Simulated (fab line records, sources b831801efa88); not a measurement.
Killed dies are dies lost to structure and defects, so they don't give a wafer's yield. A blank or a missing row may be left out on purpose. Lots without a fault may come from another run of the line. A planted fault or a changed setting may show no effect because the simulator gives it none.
A sampling plan put to the test | flow gf180mcu | one fab line, 56 faults that these records tell of, each judged on the records of the lots that it struck; 1 more is left out, because the records don't allow judging it
The plan is the line's own looks: the steps of the route at which a gauge or an inspection reads the wafer and doesn't change it. A look can be judged if struck wafers have a number there and the file gives its usual mean and standard deviation on fault-free wafers. Caught: at a look after the fault's first step, the mean of the struck wafers lies 4 or more of those standard deviations (sigma) from the usual mean. On the tool: the same test on the tool's own readings at the fault's steps. Another recipe on the struck wafers, or a record that is blank for them alone, also counts as caught.

THE FAULTS, as the simulator had put them in
1. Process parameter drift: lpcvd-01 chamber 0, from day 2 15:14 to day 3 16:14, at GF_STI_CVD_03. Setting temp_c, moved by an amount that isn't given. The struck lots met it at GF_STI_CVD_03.
2. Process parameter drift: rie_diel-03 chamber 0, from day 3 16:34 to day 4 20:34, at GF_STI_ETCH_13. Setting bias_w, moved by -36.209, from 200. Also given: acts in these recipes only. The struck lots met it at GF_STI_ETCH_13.
3. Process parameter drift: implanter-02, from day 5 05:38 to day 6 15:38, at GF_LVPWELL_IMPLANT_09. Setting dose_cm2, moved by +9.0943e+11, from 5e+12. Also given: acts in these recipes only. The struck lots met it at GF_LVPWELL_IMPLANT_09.
4. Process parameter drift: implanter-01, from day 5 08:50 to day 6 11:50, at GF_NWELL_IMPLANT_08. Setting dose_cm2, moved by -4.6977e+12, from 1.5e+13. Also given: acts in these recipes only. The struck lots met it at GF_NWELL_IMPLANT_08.
5. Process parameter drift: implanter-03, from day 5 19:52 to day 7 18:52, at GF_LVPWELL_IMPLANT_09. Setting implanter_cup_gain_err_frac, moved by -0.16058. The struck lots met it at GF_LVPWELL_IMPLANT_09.
6. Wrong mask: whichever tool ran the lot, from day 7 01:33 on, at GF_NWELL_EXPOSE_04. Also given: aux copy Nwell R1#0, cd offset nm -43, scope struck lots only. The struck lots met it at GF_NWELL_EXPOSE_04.
7. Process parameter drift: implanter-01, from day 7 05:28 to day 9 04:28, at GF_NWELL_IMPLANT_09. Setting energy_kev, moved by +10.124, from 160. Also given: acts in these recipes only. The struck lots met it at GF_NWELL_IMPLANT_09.
8. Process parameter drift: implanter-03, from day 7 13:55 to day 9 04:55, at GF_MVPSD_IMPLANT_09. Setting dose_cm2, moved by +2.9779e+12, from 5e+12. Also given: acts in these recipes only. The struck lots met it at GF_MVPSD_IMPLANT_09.
9. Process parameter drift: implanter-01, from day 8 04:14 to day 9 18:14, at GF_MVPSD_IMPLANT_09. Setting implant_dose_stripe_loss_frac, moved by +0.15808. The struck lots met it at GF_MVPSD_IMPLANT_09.
10. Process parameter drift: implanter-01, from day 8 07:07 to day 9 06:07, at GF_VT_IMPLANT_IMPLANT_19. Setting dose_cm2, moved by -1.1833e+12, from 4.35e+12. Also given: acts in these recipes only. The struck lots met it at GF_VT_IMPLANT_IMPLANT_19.
11. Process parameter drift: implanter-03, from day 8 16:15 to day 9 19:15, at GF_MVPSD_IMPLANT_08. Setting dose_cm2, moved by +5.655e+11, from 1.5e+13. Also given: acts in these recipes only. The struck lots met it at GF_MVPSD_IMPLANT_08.
12. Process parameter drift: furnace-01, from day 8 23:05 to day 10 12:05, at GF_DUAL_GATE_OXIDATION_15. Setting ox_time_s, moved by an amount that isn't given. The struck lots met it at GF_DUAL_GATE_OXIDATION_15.
13. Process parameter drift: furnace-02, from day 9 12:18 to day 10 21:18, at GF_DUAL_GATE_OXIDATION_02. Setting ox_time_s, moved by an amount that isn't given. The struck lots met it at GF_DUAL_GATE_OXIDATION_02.
14. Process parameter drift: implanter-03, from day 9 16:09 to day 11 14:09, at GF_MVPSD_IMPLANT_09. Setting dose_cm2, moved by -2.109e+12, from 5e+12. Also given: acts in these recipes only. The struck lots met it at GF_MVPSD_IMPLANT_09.
15. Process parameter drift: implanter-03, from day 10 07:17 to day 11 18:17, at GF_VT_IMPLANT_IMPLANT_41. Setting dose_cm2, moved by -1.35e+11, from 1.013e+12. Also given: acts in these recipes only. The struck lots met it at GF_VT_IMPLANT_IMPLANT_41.
16. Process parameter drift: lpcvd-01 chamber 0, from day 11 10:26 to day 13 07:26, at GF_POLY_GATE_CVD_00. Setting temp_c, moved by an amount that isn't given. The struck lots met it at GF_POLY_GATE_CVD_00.
17. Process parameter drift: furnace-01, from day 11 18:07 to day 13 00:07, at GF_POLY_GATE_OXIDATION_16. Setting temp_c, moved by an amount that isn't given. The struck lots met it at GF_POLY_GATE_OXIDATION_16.
18. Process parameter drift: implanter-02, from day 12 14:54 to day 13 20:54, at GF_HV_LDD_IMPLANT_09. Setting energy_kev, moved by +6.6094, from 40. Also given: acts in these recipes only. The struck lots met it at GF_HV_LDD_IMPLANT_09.
19. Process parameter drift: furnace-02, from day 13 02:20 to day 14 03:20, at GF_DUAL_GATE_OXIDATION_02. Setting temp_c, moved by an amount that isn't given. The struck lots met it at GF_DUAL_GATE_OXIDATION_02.
20. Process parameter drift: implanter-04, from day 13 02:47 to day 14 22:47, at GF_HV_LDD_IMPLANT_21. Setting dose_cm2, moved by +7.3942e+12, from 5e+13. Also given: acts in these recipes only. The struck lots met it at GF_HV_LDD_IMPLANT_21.
21. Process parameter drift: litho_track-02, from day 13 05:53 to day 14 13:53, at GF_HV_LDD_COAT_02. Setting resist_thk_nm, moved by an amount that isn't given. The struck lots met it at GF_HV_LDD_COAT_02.
22. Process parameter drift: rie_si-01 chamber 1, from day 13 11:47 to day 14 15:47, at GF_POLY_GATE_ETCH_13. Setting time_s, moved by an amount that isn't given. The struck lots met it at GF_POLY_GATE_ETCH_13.
23. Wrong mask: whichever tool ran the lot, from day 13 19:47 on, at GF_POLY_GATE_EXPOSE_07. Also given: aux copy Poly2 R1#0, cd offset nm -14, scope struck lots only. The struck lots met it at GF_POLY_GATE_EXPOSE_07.
24. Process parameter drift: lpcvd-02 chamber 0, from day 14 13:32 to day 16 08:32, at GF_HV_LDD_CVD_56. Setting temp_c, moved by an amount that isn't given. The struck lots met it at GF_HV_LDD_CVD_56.
25. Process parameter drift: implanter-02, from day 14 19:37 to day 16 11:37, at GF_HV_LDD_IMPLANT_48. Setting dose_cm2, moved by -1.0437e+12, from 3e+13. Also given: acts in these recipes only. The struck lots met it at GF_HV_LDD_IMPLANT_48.
26. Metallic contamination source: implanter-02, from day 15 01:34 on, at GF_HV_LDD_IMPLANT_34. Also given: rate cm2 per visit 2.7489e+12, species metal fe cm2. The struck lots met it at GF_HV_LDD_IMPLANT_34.
27. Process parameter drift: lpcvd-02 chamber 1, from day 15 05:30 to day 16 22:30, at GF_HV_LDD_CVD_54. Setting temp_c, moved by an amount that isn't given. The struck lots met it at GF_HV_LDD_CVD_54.
28. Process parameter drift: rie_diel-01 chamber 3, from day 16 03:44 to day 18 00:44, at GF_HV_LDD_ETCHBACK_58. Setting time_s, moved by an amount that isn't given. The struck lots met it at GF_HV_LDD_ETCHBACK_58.
29. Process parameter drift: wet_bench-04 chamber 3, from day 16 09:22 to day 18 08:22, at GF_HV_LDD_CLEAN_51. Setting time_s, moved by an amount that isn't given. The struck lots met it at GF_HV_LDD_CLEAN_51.
30. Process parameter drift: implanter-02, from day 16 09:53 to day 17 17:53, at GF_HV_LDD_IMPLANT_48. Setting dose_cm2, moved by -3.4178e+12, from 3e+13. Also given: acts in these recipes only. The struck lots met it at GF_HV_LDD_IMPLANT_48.
31. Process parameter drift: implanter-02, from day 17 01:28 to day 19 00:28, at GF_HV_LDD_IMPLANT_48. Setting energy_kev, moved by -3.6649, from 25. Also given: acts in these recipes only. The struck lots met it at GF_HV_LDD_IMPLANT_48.
32. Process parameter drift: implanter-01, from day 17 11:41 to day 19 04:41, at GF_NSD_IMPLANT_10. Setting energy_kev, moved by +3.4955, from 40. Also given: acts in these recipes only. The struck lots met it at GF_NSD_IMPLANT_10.
33. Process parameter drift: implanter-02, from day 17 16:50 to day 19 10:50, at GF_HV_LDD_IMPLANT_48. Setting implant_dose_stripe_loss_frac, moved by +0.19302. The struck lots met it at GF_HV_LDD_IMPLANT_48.
34. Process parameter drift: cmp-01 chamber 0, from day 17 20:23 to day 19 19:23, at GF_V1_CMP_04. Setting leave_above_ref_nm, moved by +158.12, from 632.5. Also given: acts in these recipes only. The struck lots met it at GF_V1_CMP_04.
35. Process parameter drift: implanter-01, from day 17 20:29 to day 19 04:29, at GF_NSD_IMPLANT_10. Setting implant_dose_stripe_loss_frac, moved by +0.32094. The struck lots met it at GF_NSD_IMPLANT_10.
36. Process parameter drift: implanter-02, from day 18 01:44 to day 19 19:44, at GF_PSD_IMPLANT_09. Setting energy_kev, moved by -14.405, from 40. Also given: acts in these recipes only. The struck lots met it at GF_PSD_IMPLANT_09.
37. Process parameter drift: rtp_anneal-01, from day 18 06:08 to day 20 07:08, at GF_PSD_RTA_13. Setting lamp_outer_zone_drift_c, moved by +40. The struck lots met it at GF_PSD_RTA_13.
38. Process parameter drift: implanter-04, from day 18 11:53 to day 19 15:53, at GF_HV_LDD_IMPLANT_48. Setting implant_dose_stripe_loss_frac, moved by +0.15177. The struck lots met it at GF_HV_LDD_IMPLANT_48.
39. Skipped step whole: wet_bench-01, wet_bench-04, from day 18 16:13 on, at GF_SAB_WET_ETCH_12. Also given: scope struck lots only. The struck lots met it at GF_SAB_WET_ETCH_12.
40. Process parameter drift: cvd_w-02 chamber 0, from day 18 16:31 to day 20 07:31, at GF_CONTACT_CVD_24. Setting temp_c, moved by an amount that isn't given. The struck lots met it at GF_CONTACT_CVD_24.
41. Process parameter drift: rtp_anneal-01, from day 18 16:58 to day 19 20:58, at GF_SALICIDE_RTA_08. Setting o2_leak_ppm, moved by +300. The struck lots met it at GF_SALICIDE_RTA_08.
42. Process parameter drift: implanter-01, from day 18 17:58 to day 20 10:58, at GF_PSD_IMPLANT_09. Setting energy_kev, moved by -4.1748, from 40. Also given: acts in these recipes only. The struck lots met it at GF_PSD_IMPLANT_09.
43. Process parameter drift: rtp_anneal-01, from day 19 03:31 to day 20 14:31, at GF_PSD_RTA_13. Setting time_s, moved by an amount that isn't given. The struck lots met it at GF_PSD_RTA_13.
44. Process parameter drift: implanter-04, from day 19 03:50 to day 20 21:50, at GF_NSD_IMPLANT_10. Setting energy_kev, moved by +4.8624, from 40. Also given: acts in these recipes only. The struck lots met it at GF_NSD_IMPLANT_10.
45. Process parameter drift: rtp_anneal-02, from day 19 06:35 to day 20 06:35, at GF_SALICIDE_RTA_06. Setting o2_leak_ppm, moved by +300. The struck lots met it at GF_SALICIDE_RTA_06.
46. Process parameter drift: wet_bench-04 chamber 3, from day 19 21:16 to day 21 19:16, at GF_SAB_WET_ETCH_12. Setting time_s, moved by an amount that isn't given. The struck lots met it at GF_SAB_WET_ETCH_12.
47. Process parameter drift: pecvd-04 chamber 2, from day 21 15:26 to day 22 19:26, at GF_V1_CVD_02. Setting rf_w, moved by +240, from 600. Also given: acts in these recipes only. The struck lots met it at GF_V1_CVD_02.
48. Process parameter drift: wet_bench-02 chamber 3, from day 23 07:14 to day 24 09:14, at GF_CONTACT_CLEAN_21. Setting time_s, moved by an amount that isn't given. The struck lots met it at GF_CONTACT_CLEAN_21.
49. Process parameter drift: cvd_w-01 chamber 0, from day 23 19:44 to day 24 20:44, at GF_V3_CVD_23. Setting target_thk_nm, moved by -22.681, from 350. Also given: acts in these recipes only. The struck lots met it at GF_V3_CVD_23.
50. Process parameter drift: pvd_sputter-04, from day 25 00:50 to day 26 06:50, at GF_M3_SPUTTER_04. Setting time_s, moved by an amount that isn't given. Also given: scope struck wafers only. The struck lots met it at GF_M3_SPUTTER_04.
51. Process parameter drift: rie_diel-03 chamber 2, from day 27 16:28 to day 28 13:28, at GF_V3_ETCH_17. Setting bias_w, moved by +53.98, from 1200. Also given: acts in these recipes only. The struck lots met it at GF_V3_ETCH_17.
52. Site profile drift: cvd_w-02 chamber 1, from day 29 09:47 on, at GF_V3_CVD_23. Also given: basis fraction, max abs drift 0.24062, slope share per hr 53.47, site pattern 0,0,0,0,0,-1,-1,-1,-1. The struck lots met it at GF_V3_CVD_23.
53. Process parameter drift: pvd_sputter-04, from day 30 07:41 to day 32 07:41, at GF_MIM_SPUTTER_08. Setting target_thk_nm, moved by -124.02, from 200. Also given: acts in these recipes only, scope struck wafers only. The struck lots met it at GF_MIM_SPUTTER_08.
54. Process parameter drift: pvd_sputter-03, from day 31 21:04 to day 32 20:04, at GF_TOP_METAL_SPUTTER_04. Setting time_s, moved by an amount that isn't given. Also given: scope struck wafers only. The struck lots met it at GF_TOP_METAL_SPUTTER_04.
55. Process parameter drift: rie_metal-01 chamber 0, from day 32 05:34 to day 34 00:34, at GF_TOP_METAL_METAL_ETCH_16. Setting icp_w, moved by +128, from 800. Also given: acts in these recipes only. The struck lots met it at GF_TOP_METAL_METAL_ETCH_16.
56. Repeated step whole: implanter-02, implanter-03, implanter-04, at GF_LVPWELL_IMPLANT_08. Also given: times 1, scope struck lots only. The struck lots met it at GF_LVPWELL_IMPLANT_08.

WHAT THE PLAN SAW
fault | on the tool itself                               | first look that catches it                      | reading, sigma                                                          | median hours from its first step to that look | hours from the fault's start to the first struck lot there | judged looks passed uncaught
1     | susceptor_temp_C +15 sigma                       | GF_STI_THK_MEAS_04                              | STI_CVD_03_THK +11                                                      | 2.0                                           | 14                                                         | 0
2     | bias_w -59 sigma                                 | not the one look that can be judged after it    | -                                                                       | -                                             | -                                                          | 1
3     | dose_ions_cm2 +99 or beyond sigma                | GF_VT_IMPLANT_RS_MEAS_48                        | LVPWELL_RS -12                                                          | 96.7                                          | 105                                                        | 0
4     | dose_ions_cm2 -99 or beyond sigma                | GF_NWELL_TW_MEAS_11                             | NWELL_TW -10                                                            | 0.4                                           | 6                                                          | 0
5     | beam_on_s +8.0 sigma                             | GF_VT_IMPLANT_RS_MEAS_48                        | LVPWELL_RS -11                                                          | 102.8                                         | 114                                                        | 0
6     | under 2 sigma                                    | no look after it can be judged                  | -                                                                       | -                                             | -                                                          | 0
7     | beam_energy_keV +99 or beyond sigma              | no look after it can be judged                  | -                                                                       | -                                             | -                                                          | 0
8     | dose_ions_cm2 +99 or beyond sigma                | GF_VT_IMPLANT_RS_MEAS_49                        | MVPSD_RS -30                                                            | 72.2                                          | 88                                                         | 1
9     | no reading that can be judged                    | none of the 5 looks that can be judged after it | strongest: VT_IMPLANT_01_OVL at GF_VT_IMPLANT_OVL_MEAS_18, +2.0         | -                                             | -                                                          | 5
10    | dose_ions_cm2 -99 or beyond sigma                | GF_VT_IMPLANT_TW_MEAS_21                        | VT_IMPLANT_2_TW -6.7                                                    | 0.2                                           | 14                                                         | 0
11    | dose_ions_cm2 +38 sigma                          | GF_VT_IMPLANT_RS_MEAS_49                        | MVPSD_RS -6.0                                                           | 73.3                                          | 83                                                         | 0
12    | under 2 sigma                                    | none of the 7 looks that can be judged after it | -                                                                       | -                                             | -                                                          | 7
13    | under 2 sigma                                    | GF_DUAL_GATE_THK_MEAS_03                        | DUAL_GATE_OXIDATION_00_THK +15                                          | 1.4                                           | 9                                                          | 0
14    | dose_ions_cm2 -99 or beyond sigma                | GF_VT_IMPLANT_RS_MEAS_49                        | MVPSD_RS +31                                                            | 75.4                                          | 79                                                         | 2
15    | dose_ions_cm2 -99 or beyond sigma                | no look after it can be judged                  | -                                                                       | -                                             | -                                                          | 0
16    | susceptor_temp_C +70 sigma                       | GF_POLY_GATE_THK_MEAS_01                        | POLY_GATE_CVD_00_THK +64                                                | 2.0                                           | 34                                                         | 0
17    | spike_tc_upper_C -23 sigma                       | GF_POLY_GATE_THK_MEAS_17                        | POLY_GATE_OXIDATION_THK -15                                             | 1.3                                           | 6                                                          | 0
18    | beam_energy_keV +99 or beyond sigma              | GF_HV_LDD_TW_MEAS_11                            | HV_LDD_TW +6.3                                                          | 0.2                                           | 6                                                          | 0
19    | tube_center_temp_C -78 sigma                     | not the one look that can be judged after it    | strongest: DUAL_GATE_OXIDATION_00_THK at GF_DUAL_GATE_THK_MEAS_03, -2.8 | -                                             | -                                                          | 1
20    | dose_ions_cm2 +99 or beyond sigma                | GF_HV_LDD_TW_MEAS_23                            | HV_LDD_2_TW +6.6                                                        | 0.2                                           | 31                                                         | 0
21    | no reading that can be judged                    | none of the 2 looks that can be judged after it | strongest: cd_nm at GF_HV_LDD_CD_MEAS_07, +3.8                          | -                                             | -                                                          | 2
22    | run_length_s -61 sigma                           | no look after it can be judged                  | -                                                                       | -                                             | -                                                          | 0
23    | no reading that can be judged                    | GF_POLY_GATE_CD_MEAS_10                         | cd_nm -12                                                               | 10.0                                          | 15                                                         | 0
24    | susceptor_temp_C -65 sigma                       | GF_HV_LDD_THK_MEAS_57                           | HV_LDD_CVD_56_THK -35                                                   | 1.4                                           | 17                                                         | 0
25    | dose_ions_cm2 -31 sigma                          | no look after it can be judged                  | -                                                                       | -                                             | -                                                          | 0
26    | under 2 sigma                                    | none of the 7 looks that can be judged after it | -                                                                       | -                                             | -                                                          | 7
27    | susceptor_temp_C -50 sigma                       | GF_HV_LDD_THK_MEAS_55                           | HV_LDD_CVD_54_THK -25                                                   | 1.0                                           | 8                                                          | 0
28    | run_length_s -85 sigma                           | no look after it can be judged                  | -                                                                       | -                                             | -                                                          | 0
29    | run_length_s -23 sigma                           | no look after it can be judged                  | -                                                                       | -                                             | -                                                          | 0
30    | dose_ions_cm2 -99 or beyond sigma                | none of the 2 looks that can be judged after it | strongest: HV_LDD_4_TW at GF_HV_LDD_TW_MEAS_50, -3.8                    | -                                             | -                                                          | 2
31    | beam_energy_keV -99 or beyond sigma              | GF_HV_LDD_TW_MEAS_50                            | HV_LDD_4_TW -4.4                                                        | 0.2                                           | 11                                                         | 0
32    | beam_energy_keV +99 or beyond sigma              | none of the 3 looks that can be judged after it | strongest: NSD_RS at GF_PSD_RS_MEAS_14, +2.5                            | -                                             | -                                                          | 3
33    | under 2 sigma                                    | GF_HV_LDD_TW_MEAS_50                            | HV_LDD_4_TW -4.7                                                        | 0.2                                           | 5                                                          | 0
34    | time_to_endpoint_s -12 sigma                     | none of the 2 looks that can be judged after it | -                                                                       | -                                             | -                                                          | 2
35    | no reading that can be judged                    | not the one look that can be judged after it    | strongest: NSD_RS at GF_PSD_RS_MEAS_14, +3.2                            | -                                             | -                                                          | 1
36    | beam_energy_keV -99 or beyond sigma              | GF_PSD_TW_MEAS_11                               | PSD_TW -10                                                              | 0.2                                           | 5                                                          | 0
37    | under 2 sigma                                    | GF_PSD_RS_MEAS_14                               | NSD_RS -41                                                              | 0.1                                           | 9                                                          | 0
38    | no reading that can be judged                    | not the one look that can be judged after it    | strongest: HV_LDD_4_TW at GF_HV_LDD_TW_MEAS_50, -3.8                    | -                                             | -                                                          | 1
39    | the tool's record is blank for the struck wafers | no look after it can be judged                  | -                                                                       | -                                             | -                                                          | 0
40    | susceptor_temp_C -99 or beyond sigma             | GF_CONTACT_RS_MEAS_25                           | CONTACT_W_RS +70                                                        | 0.1                                           | 6                                                          | 0
41    | chamber_o2_ppm +99 or beyond sigma               | no look after it can be judged                  | -                                                                       | -                                             | -                                                          | 0
42    | beam_energy_keV -99 or beyond sigma              | GF_PSD_RS_MEAS_15                               | PSD_RS +20                                                              | 0.6                                           | 30                                                         | 0
43    | run_length_s +44 sigma                           | GF_PSD_RS_MEAS_14                               | NSD_RS -50                                                              | 0.1                                           | 12                                                         | 0
44    | beam_energy_keV +99 or beyond sigma              | not the one look that can be judged after it    | -                                                                       | -                                             | -                                                          | 1
45    | chamber_o2_ppm +99 or beyond sigma               | no look after it can be judged                  | -                                                                       | -                                             | -                                                          | 0
46    | run_length_s +13 sigma                           | no look after it can be judged                  | -                                                                       | -                                             | -                                                          | 0
47    | rf_fwd_power_W +99 or beyond sigma               | GF_V1_THK_MEAS_03                               | V1_CVD_02_THK +7.7                                                      | 0.1                                           | 4                                                          | 0
48    | run_length_s -7.2 sigma                          | none of the 2 looks that can be judged after it | -                                                                       | -                                             | -                                                          | 2
49    | under 2 sigma                                    | GF_V3_RS_MEAS_24                                | V3_W_RS +7.1                                                            | 0.1                                           | 4                                                          | 0
50    | under 2 sigma                                    | none of the 7 looks that can be judged after it | -                                                                       | -                                             | -                                                          | 7
51    | bias_w +13 sigma                                 | no look after it can be judged                  | -                                                                       | -                                             | -                                                          | 0
52    | under 2 sigma                                    | GF_V3_RS_MEAS_24                                | V3_W_RS +12                                                             | 0.1                                           | 3                                                          | 0
53    | under 2 sigma                                    | GF_MIM_RS_MEAS_10                               | MIM_ALCU_RS +99 or beyond                                               | 0.1                                           | 7                                                          | 0
54    | under 2 sigma                                    | none of the 4 looks that can be judged after it | -                                                                       | -                                             | -                                                          | 4
55    | rf_fwd_power_W +49 sigma                         | no look after it can be judged                  | -                                                                       | -                                             | -                                                          | 0
56    | under 2 sigma                                    | GF_LVPWELL_TW_MEAS_11                           | LVPWELL_TW +24                                                          | 0.7                                           | -                                                          | 0
A dash: the fault isn't caught, or these records don't give the number.

Caught at a look: 28 of 56. Caught on the tool: 39 of 56. By one or the other: 47 of 56.
Caught on the tool alone: faults 2, 7, 15, 19, 22, 25, 28, 29, 30, 32, 34, 39, 41, 44, 45, 46, 48, 51, 55.
Caught at a look alone: faults 13, 23, 33, 37, 49, 52, 53, 56.
Caught by neither: faults 6, 9, 12, 21, 26, 35, 38, 50, 54.

THINNER SAMPLING
If the look that catches a fault measured only every second or every third lot, by lot number, the first struck lot would be measured this late in the worst case:
fault | struck lots at that look, in order of time | every lot | every second lot | every third lot
1     | L960                                       | 14 h      | may miss it      | may miss it
3     | L345, L346                                 | 105 h     | 109 h            | may miss all 2
4     | L234, L237                                 | 6 h       | 21 h             | may miss all 2
5     | L958, L960                                 | 114 h     | may miss all 2   | may miss all 2
8     | L802, L804                                 | 88 h      | may miss all 2   | may miss all 2
10    | L437, L438                                 | 14 h      | 20 h             | may miss all 2
11    | L230, L231                                 | 83 h      | 94 h             | may miss all 2
13    | L370, L371, L372                           | 9 h       | 16 h             | 21 h
14    | L778, L780                                 | 79 h      | may miss all 2   | may miss all 2
16    | L224                                       | 34 h      | may miss it      | may miss it
17    | L466, L468                                 | 6 h       | may miss all 2   | may miss all 2
18    | L275, L276                                 | 6 h       | 13 h             | may miss all 2
20    | L715, L716                                 | 31 h      | 39 h             | may miss all 2
23    | L941                                       | 15 h      | may miss it      | may miss it
24    | L897, L898                                 | 17 h      | 25 h             | may miss all 2
27    | L944                                       | 8 h       | may miss it      | may miss it
31    | L634, L635                                 | 11 h      | 20 h             | may miss all 2
33    | L705, L707                                 | 5 h       | may miss all 2   | may miss all 2
36    | L300, L301, L302                           | 5 h       | 13 h             | 24 h
37    | L322, L324                                 | 9 h       | may miss all 2   | may miss all 2
40    | L258                                       | 6 h       | may miss it      | may miss it
42    | L651, L652                                 | 30 h      | 40 h             | may miss all 2
43    | L140, L142                                 | 12 h      | may miss all 2   | may miss all 2
47    | L706, L707                                 | 4 h       | 14 h             | may miss all 2
49    | L428, L429                                 | 4 h       | 19 h             | may miss all 2
52    | L966, L965                                 | 3 h       | 10 h             | may miss all 2
53    | L316, L318                                 | 7 h       | may miss all 2   | may miss all 2
Hours are from the fault's start to the first struck lot that is measured. The limit of 4 sigma was tested on all struck wafers together, so one lot alone may lie under it. Other struck lots may not be in these records.

THE LONGEST TIMED WAY FROM STEP TO LOOK
Fault 5: a median of 102.8 hours passes between GF_LVPWELL_IMPLANT_09 and GF_VT_IMPLANT_RS_MEAS_48. No look between them can be judged.
